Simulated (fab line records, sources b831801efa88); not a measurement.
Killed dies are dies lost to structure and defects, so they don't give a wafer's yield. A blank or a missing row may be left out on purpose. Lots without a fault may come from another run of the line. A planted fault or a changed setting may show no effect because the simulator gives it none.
Which tool did it? | flow sky130 | 12 lots, 36 wafers sampled, at 2 steps of a route of 708

WHAT THE GAUGES READ, wafer by wafer
SKY_NWELL_RS_MEAS_29: measures by four-point-probe.
lot  | measured     | on            | NWELL_RS (ohm/sq)
L942 | day 5 04:41  | film_metro-01 | 626.4 626.4 627.0
L943 | day 5 13:05  | film_metro-01 | 626.0 625.9 625.8
L944 | day 5 21:01  | film_metro-02 | 628.0 625.9 626.3
L946 | day 6 05:16  | film_metro-01 | 624.9 625.3 626.9
L954 | day 8 06:58  | film_metro-02 | 636.7 638.0 636.4
L955 | day 8 12:48  | film_metro-02 | 638.8 641.5 640.3
L956 | day 8 18:40  | film_metro-03 | 626.1 626.0 626.7
L957 | day 8 23:25  | film_metro-03 | 626.1 625.3 626.0
L962 | day 10 12:17 | film_metro-01 | 624.4 625.6 623.9
L963 | day 10 19:59 | film_metro-03 | 626.7 625.6 625.6
L964 | day 11 09:06 | film_metro-01 | 627.7 626.2 626.3
L965 | day 11 20:17 | film_metro-03 | 624.5 623.5 623.1

WHICH TOOL RAN EACH LOT (tool, then ch and the chambers of the sampled wafers, then the start)
lot  | SKY_NWELL_IMPLANT_11
L942 | implanter-02 ch 0, day 4 10:26
L943 | implanter-02 ch 0, day 4 18:11
L944 | implanter-01 ch 0, day 5 02:20
L946 | implanter-02 ch 0, day 5 10:21
L954 | implanter-02 ch 0, day 7 10:45
L955 | implanter-02 ch 0, day 7 16:35
L956 | implanter-01 ch 0, day 7 21:51
L957 | implanter-01 ch 0, day 8 02:40
L962 | implanter-03 ch 0, day 9 12:47
L963 | implanter-01 ch 0, day 9 20:11
L964 | implanter-03 ch 0, day 10 09:11
L965 | implanter-02 ch 0, day 10 19:48
- SKY_NWELL_IMPLANT_11

WHAT THE TOOLS THEMSELVES READ (means of the sampled wafers that have a number; where no wafer has one, the mark that the record gives instead)
SKY_NWELL_IMPLANT_11.
lot  | tool         | beam_energy_keV
L942 | implanter-02 | 399.97
L943 | implanter-02 | 400.08
L944 | implanter-01 | 400.08
L946 | implanter-02 | 399.92
L954 | implanter-02 | 364.17
L955 | implanter-02 | 364.09
L956 | implanter-01 | 400.12
L957 | implanter-01 | 399.88
L962 | implanter-03 | 400.15
L963 | implanter-01 | 399.77
L964 | implanter-03 | 399.92
L965 | implanter-02 | 400.10

THE ANSWER, worked out from the rows above alone
Rule: what is usual is taken from the lots themselves. Put in order of their means at a reading, lots are off if they are a third of the lots or fewer, leave a main group of 4 or more, and stand apart from it by a gap of 3 or more times the standard deviation of the main group's means; of several such gaps the widest counts. A main group whose means are all the same, to the digits that the tables above print for the reading, isn't used. A lot without any number at a reading at which 4 lots or more have one is off too. The other lots that the step has rows for count as sound. The gauges are gone through in route order, then the tools' own readings, and for those a lot's mean is taken as printed above. The first step at which some lot is off is used, and at that step the reading that is off furthest; a lot without a number counts as furthest.
Off: L954, L955, at SKY_NWELL_RS_MEAS_29 (NWELL_RS). The main group: mean 625.8 ohm/sq, standard deviation 0.92.
A tool fits if, at a process step before that reading, it ran every lot that is off, and no sound lot after the first of them. The gauges at SKY_NWELL_RS_MEAS_29 aren't tried: what is off there is off at SKY_NWELL_IMPLANT_11 too, on other tools, and a gauge's error can't cause that. None of those tried fits.

WHAT THE SIMULATOR HAD PUT IN
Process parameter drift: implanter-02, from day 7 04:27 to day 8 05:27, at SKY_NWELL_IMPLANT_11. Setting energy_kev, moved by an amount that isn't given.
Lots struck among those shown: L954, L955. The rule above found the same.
